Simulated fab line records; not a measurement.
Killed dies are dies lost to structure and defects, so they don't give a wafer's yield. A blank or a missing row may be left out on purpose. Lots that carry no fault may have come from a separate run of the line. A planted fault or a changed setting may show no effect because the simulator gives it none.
A lot that was struck, set against a sound lot ; flow sky130 ; 30 steps out of a route of 708
Sound: wafers L567.3, L567.4, L567.5. Struck: wafers L582.4, L582.5, L582.6. The cause is given at the end.
At each step with rows: each side's tool, then ch and its chambers, then its first start. Under that, the readings that differ: sound wafers ; struck wafers ; difference of the means ; sigmas: that difference in standard deviations of wafers without a fault.
alike: readings whose means differ by less than 2 such deviations, and words and numbers that are the same on both sides. not compared: withheld readings, readings that some wafer has no value for, bounds like >300 that may hide the same value, and numbers for which the record gives no deviation and whose values overlap.
A row with sigmas, a row that says differs or no value, or rows on one side alone: a step with any of these is where the two part. Non-overlapping numbers with no deviation appear without sigmas and do not part them. A reading that every wafer of one side lacks parts them only if that side has two wafers or more.

SKY_PWDE_STRIP_09: strips in O2/N2.
  sound on plasmaAsher-02 ch 0,1, day 4 22:49; struck on plasmaAsher-03 ch 0,1, day 8 13:27
  alike: drypumpMotorCurrentA, oesProductAu, stripTimeToEndpointS
  not compared: rfHoursCounterH
SKY_PWDE_TW_MEAS_10:
  sound: filmMetro-04 at day 4 22:53; struck: filmMetro-02 at day 8 13:33
  alike: PWDE_TW
then, 7 steps without rows for these wafers: SKY_NWELL_DEHYDRATE_03 (time 60 s); SKY_NWELL_HMDS_04 (prime time 60 s); SKY_NWELL_COAT_05 (resist thk 3000 nm); SKY_NWELL_SOFTBAKE_06; SKY_NWELL_EXPOSE_07 (exposes mask NWM, target cd 840 nm); SKY_NWELL_PEB_08; SKY_NWELL_DEVELOP_09 (develop time 60 s).
SKY_NWELL_OVL_MEAS_10:
  sound: overlay-02 at day 5 15:47; struck: overlay-02 at day 9 12:02
  alike: NWELL_00_OVL
then, 2 steps without rows for these wafers: SKY_NWELL_IMPLANT_11; SKY_NWELL_IMPLANT_12.
SKY_NWELL_IMPLANT_13:
  sound on implanter-03 ch 0, day 5 16:10; struck on implanter-03 ch 0, day 9 12:26
reading;sound;struck;difference;sigmas
doseIonsCm2;6.984e+11 7.008e+11 6.995e+11;5.104e+11 5.109e+11 5.098e+11;-1.892e+11;-99 or more
faradayCurrentUA;3.98 3.85 3.91;2.87 2.83 2.83;-1.07;-15
  alike: endStationPressureTorr
SKY_NWELL_STRIP_14: strips in O2/N2.
  sound on plasmaAsher-01 ch 0,1, day 5 16:17; struck on plasmaAsher-03 ch 0,1, day 9 12:32
reading;sound;struck;difference;sigmas
stripTimeToEndpointS (s);36.72 36.71 36.79;37.02 36.96 37.07;+0.28;+3
  alike: drypumpMotorCurrentA, oesProductAu
  not compared: rfHoursCounterH
SKY_NWELL_TW_MEAS_15:
  sound: filmMetro-02 at day 5 16:23; struck: filmMetro-01 at day 9 12:38
reading;sound;struck;difference;sigmas
NWELL_TW;1819 1802 1808;1774 1787 1781;-29;-2
then, 7 steps without rows for these wafers: SKY_NWELL_DEHYDRATE_16 (time 60 s); SKY_NWELL_HMDS_17 (prime time 60 s); SKY_NWELL_COAT_18 (resist thk 3000 nm); SKY_NWELL_SOFTBAKE_19; SKY_NWELL_EXPOSE_20 (exposes mask NWM COMPLEMENT, target cd 840 nm); SKY_NWELL_PEB_21; SKY_NWELL_DEVELOP_22 (develop time 60 s).
SKY_NWELL_OVL_MEAS_23:
  sound: overlay-01 at day 6 10:38; struck: overlay-01 at day 10 12:06
  alike: NWELL_01_OVL
following that, these wafers have no rows for 1 step: SKY_NWELL_IMPLANT_24.
SKY_NWELL_STRIP_25: strips in O2/N2.
  sound on plasmaAsher-01 ch 0,1, day 6 10:51; struck on plasmaAsher-03 ch 0,1, day 10 12:19
  alike: drypumpMotorCurrentA, oesProductAu, stripTimeToEndpointS
  not compared: rfHoursCounterH
SKY_NWELL_TW_MEAS_26:
  sound: filmMetro-04 at day 6 10:56; struck: filmMetro-01 at day 10 12:24
  alike: NWELL_2_TW
then, 1 step without rows for these wafers: SKY_NWELL_CLEAN_27 (cleans in SC1/SC2, time 150 s).
SKY_NWELL_RTA_28: time 30 s.
  sound on rtpAnneal-02 ch 0, day 6 11:04; struck on rtpAnneal-02 ch 0, day 10 12:32
  alike: annealTempCMax, lampPowerPct, wafer_temp_C_max
SKY_NWELL_RS_MEAS_29: the measuring method here is four-point-probe.
  sound: filmMetro-04 at day 6 11:10; struck: filmMetro-02 at day 10 13:00
reading;sound;struck;difference;sigmas
NWELL_RS (ohm/sq);622.3 625.8 625.3;630.0 629.0 630.6;+5.4;+4
  not compared: hold
-- the record jumps here: 40 days lie between the struck wafers' starts before and after (it left off in module NWELL and takes up again in module PAD_OPEN, whose first step shown is number 708 of the route) --
SKY_PAD_OPEN_PROBE_99:
  sound: prober-02 at day 47 03:29; struck: prober-01 at day 50 07:51
reading;sound;struck;difference;sigmas
killed_at_M0_to_M3;48 58 52;29 51 38;-13;-2
model.etest.pfetG5v0d10v5.rOnOhmUm;4742 4696 4747;4588 4554 4593;-150;
model.etest.pfetG5v0d10v5.driveUaUm;343.9 343.2 337.8;353 358.4 355.9;+14;
model.etest.pfet_01v8_lvt.driveUaUm;174.4 173.8 175.9;183.7 186.1 185.8;+10.5;
model.etest.pfetG5v0d10v5.offLog10AUm;-12.81 -12.69 -12.92;-11.48 -11.35 -11.34;+1.42;
model.etest.pfet_01v8_lvt.offLog10AUm;-8.946 -8.84 -9.076;-8.117 -8.099 -7.902;+0.915;
model.etest.pfetG5v0d10v5.vtSatV (V);-0.6531 -0.6315 -0.6845;-0.5581 -0.5256 -0.5282;+0.1191;
model.etest.pfet_16v.vtV (V);-1.126 -1.118 -1.117;-1.003 -0.9916 -0.997;+0.123;
model.etest.pfetG5v0d10v5.vtV (V);-0.8388 -0.8189 -0.8632;-0.7758 -0.7435 -0.7487;+0.0843;
  alike: killed_at_M4_up, killedAtContacts, killedAtFrontEnd, killedAtOther, killedDies, killedOpen, killedShort

== WHERE THEY PART ==
Earliest at SKY_NWELL_IMPLANT_13; latest, in this record, at SKY_PAD_OPEN_PROBE_99.

WHY: what had been put in by the simulator
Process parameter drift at SKY_NWELL_IMPLANT_13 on implanter-03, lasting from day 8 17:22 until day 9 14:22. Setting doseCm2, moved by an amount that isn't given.
